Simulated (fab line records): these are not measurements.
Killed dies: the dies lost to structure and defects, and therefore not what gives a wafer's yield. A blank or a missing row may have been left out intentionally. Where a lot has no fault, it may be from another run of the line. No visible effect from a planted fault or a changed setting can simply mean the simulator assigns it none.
A single fault, viewed from 2 desks || flow gf180mcu || what lay behind the numbers comes last; until then each desk has only its own

## FOR THE TOOL OWNER'S DESK: rie_metal-01
The tool's own readings at GF_M2_METAL_ETCH_16 (etches the open film in Cl2/BCl3, stops on SiO2, target depth 750.8 nm, time 125.1 s): means of the sampled wafers that have a number, for each lot that ran on this tool. Marked OUT: a lot whose mean sits more than 4 standard deviations from the usual mean, which makes it out of limits; the brackets give that distance.
Columns: A = chamber_pressure_mTorr at GF_M2_METAL_ETCH_16, usual 8.000 mTorr; B = drypump_motor_current_A at GF_M2_METAL_ETCH_16, usual 5.7 A; C = oes_product_au at GF_M2_METAL_ETCH_16, usual 0.990 a.u.; D = rf_fwd_power_W at GF_M2_METAL_ETCH_16, usual 796.4 W; E = throttle_valve_pct at GF_M2_METAL_ETCH_16, usual 28.229 %
{"lot": "L267", "first seen here": "day 19 07:36", "A": 8.001, "B": 6.1, "C": 0.999, "D": 796.8, "E": 28.220}
{"lot": "L271", "first seen here": "day 20 22:00", "A": 8.002, "B": 6.0, "C": 0.993, "D": 796.7, "E": 28.220}
{"lot": "L279", "first seen here": "day 23 23:00", "A": "9.596 (+99 or more) OUT", "B": 6.1, "C": 1.003, "D": 798.8, "E": 28.218}
{"lot": "L280", "first seen here": "day 24 10:03", "A": "9.599 (+99 or more) OUT", "B": 6.1, "C": 1.001, "D": 794.6, "E": 28.226}
This desk finds L279, L280 out of limits, L279 being first, at day 23 23:00 (chamber_pressure_mTorr at GF_M2_METAL_ETCH_16). Within limits: L267, L271.

## METROLOGY DESK
What the gauges read, lot by lot, whatever tool the lot ran on: means of the sampled wafers that have a number. Marked OUT: a lot whose mean sits more than 4 standard deviations from the usual mean, which makes it out of limits; the brackets give that distance.
Columns: A = M2_OVL at GF_M2_OVL_MEAS_15, usual 5 nm
{"lot": "L267", "first seen here": "day 19 07:34", "A": -0}
{"lot": "L268", "first seen here": "day 19 16:25", "A": 14}
{"lot": "L270", "first seen here": "day 20 10:53", "A": -3}
{"lot": "L271", "first seen here": "day 20 21:58", "A": 13}
{"lot": "L273", "first seen here": "day 21 15:12", "A": 4}
{"lot": "L274", "first seen here": "day 22 03:22", "A": 10}
{"lot": "L279", "first seen here": "day 23 22:58", "A": -4}
{"lot": "L280", "first seen here": "day 24 10:01", "A": 8}
{"lot": "L285", "first seen here": "day 26 01:07", "A": 7}
{"lot": "L286", "first seen here": "day 26 03:37", "A": 2}
{"lot": "L288", "first seen here": "day 26 15:13", "A": 12}
{"lot": "L289", "first seen here": "day 27 00:24", "A": -1}
{"lot": "L290", "first seen here": "day 27 11:04", "A": 11}
This desk found nothing out of limits on any of the 13 lots.

## BROUGHT TOGETHER
The tool owner's desk could have raised an alarm at day 23 23:00, on L279, L280.
From the metrology desk's view, nothing was out of limits.
The metrology desk has L279, L280 on record, within its limits.
Of the lots named, all ran GF_M2_METAL_ETCH_16 on rie_metal-01.

## WHAT THE SIMULATOR PUT IN
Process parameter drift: rie_metal-01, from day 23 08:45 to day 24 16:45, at GF_M2_METAL_ETCH_16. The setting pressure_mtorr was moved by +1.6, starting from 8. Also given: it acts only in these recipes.
Shown lots that were struck: L279, L280.
Delay in hours, fault start to first out-of-limits reading, by desk: the tool owner's desk at 14.
